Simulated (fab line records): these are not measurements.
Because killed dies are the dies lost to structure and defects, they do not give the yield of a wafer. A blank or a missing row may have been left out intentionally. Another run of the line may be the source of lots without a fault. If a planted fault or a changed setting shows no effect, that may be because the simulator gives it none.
Check for tools in common :: flow gf180mcu :: Sampled: 13 lots, 39 wafers

REASON FOR OPENING
At GF_PSD_RS_MEAS_14 the reading NSD_RS is flagged on 2 of 13 lots. Fault-free wafers read 45.77 ohm/sq, with a standard deviation of 0.081.
Rule: a lot is flagged in two cases, either no wafer of it has a number, or all its wafers with numbers fall more than 4 standard deviations from that mean. The rest of the lots are taken to be sound.

lot: L829
measured: day 14 10:37
on: film metro-02
NSD_RS (ohm/sq), wafer by wafer: 45.74 45.88 45.80
flag: 

lot: L830
measured: day 14 14:06
on: film metro-04
NSD_RS (ohm/sq), wafer by wafer: 45.65 45.76 45.78
flag: 

lot: L831
measured: day 15 04:11
on: film metro-02
NSD_RS (ohm/sq), wafer by wafer: 45.75 45.69 45.76
flag: 

lot: L832
measured: day 15 08:23
on: film metro-04
NSD_RS (ohm/sq), wafer by wafer: 45.68 45.69 45.80
flag: 

lot: L833
measured: day 15 17:12
on: film metro-01
NSD_RS (ohm/sq), wafer by wafer: 45.80 45.76 45.86
flag: 

lot: L834
measured: day 16 03:50
on: film metro-04
NSD_RS (ohm/sq), wafer by wafer: 45.71 45.72 45.78
flag: 

lot: L835
measured: day 16 10:31
on: film metro-04
NSD_RS (ohm/sq), wafer by wafer: 45.82 45.86 45.78
flag: 

lot: L836
measured: day 16 20:49
on: film metro-02
NSD_RS (ohm/sq), wafer by wafer: 45.78 45.84 45.84
flag: 

lot: L838
measured: day 17 11:26
on: film metro-04
NSD_RS (ohm/sq), wafer by wafer: 45.81 45.83 45.69
flag: 

lot: L841
measured: day 18 14:58
on: film metro-01
NSD_RS (ohm/sq), wafer by wafer: 45.67 45.84 45.66
flag: 

lot: L843
measured: day 19 05:28
on: film metro-02
NSD_RS (ohm/sq), wafer by wafer: 39.57 39.50 39.59
flag: FLAGGED

lot: L847
measured: day 20 16:26
on: film metro-01
NSD_RS (ohm/sq), wafer by wafer: 39.59 39.52 39.53
flag: FLAGGED

lot: L852
measured: day 22 07:40
on: film metro-02
NSD_RS (ohm/sq), wafer by wafer: 45.76 45.73 45.73
flag: 
The numbers of the flagged lots are 39.55 ohm/sq on average: -6.22 ohm/sq against the usual, or -77 standard deviations.

TOOL THAT RAN EACH LOT
The record holds 1 process step before the reading, out of a route of 602 steps. Read each cell as the tool, then ch plus the chambers that the sampled wafers visited, then the start.
lot: L829
flag: 
GF_PSD_RTA_13: rtp anneal-02 ch 0, day 14 10:30

lot: L830
flag: 
GF_PSD_RTA_13: rtp anneal-02 ch 0, day 14 14:01

lot: L831
flag: 
GF_PSD_RTA_13: rtp anneal-02 ch 0, day 15 04:05

lot: L832
flag: 
GF_PSD_RTA_13: rtp anneal-02 ch 0, day 15 08:18

lot: L833
flag: 
GF_PSD_RTA_13: rtp anneal-02 ch 0, day 15 17:07

lot: L834
flag: 
GF_PSD_RTA_13: rtp anneal-01 ch 0, day 16 03:44

lot: L835
flag: 
GF_PSD_RTA_13: rtp anneal-02 ch 0, day 16 10:26

lot: L836
flag: 
GF_PSD_RTA_13: rtp anneal-01 ch 0, day 16 20:44

lot: L838
flag: 
GF_PSD_RTA_13: rtp anneal-02 ch 0, day 17 11:20

lot: L841
flag: 
GF_PSD_RTA_13: rtp anneal-01 ch 0, day 18 14:53

lot: L843
flag: FLAGGED
GF_PSD_RTA_13: rtp anneal-02 ch 0, day 19 05:23

lot: L847
flag: FLAGGED
GF_PSD_RTA_13: rtp anneal-02 ch 0, day 20 16:21

lot: L852
flag: 
GF_PSD_RTA_13: rtp anneal-01 ch 0, day 22 07:34
These steps, and what they do:
- GF_PSD_RTA_13: time 20 s.
- GF_PSD_RS_MEAS_14: measures by four-point-probe.

FLAGGED OVER TOTAL, TOOL BY TOOL (the gauges that took the reading come last)
step: GF_PSD_RTA_13
tool: rtp anneal-01
lots run: 4
flagged: 0
share of the flagged lots: none
sound lots run after its first flagged lot: -

step: GF_PSD_RTA_13
tool: rtp anneal-02
lots run: 9
flagged: 2
share of the flagged lots: all
sound lots run after its first flagged lot: 0

step: GF_PSD_RS_MEAS_14
tool: film metro-01
lots run: 3
flagged: 1
share of the flagged lots: some
sound lots run after its first flagged lot: 0

step: GF_PSD_RS_MEAS_14
tool: film metro-02
lots run: 5
flagged: 1
share of the flagged lots: some
sound lots run after its first flagged lot: 1 (L852)

step: GF_PSD_RS_MEAS_14
tool: film metro-04
lots run: 5
flagged: 0
share of the flagged lots: none
sound lots run after its first flagged lot: -

WHAT THE TABLE ALLOWS
Rows of the table that ran each flagged lot: 1, that is rtp anneal-02 at GF_PSD_RTA_13.
- rtp anneal-02 at GF_PSD_RTA_13: 2 of its 9 lots flagged. Its last sound lot is L838 (day 17 11:20), its first flagged lot L843 (day 19 05:23): a fault that began between those two fits. Its own readings (wafer_temp_C_max) fall more than 4 standard deviations out on all wafers of the flagged lots.
rtp anneal-02 at GF_PSD_RTA_13 is the single tool remaining.

WHAT HAD BEEN PUT IN BY THE SIMULATOR
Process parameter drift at GF_PSD_RTA_13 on rtp anneal-02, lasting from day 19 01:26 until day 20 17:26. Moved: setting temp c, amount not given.
Struck lots among those shown: L843, L847. The rule given above showed the same thing.
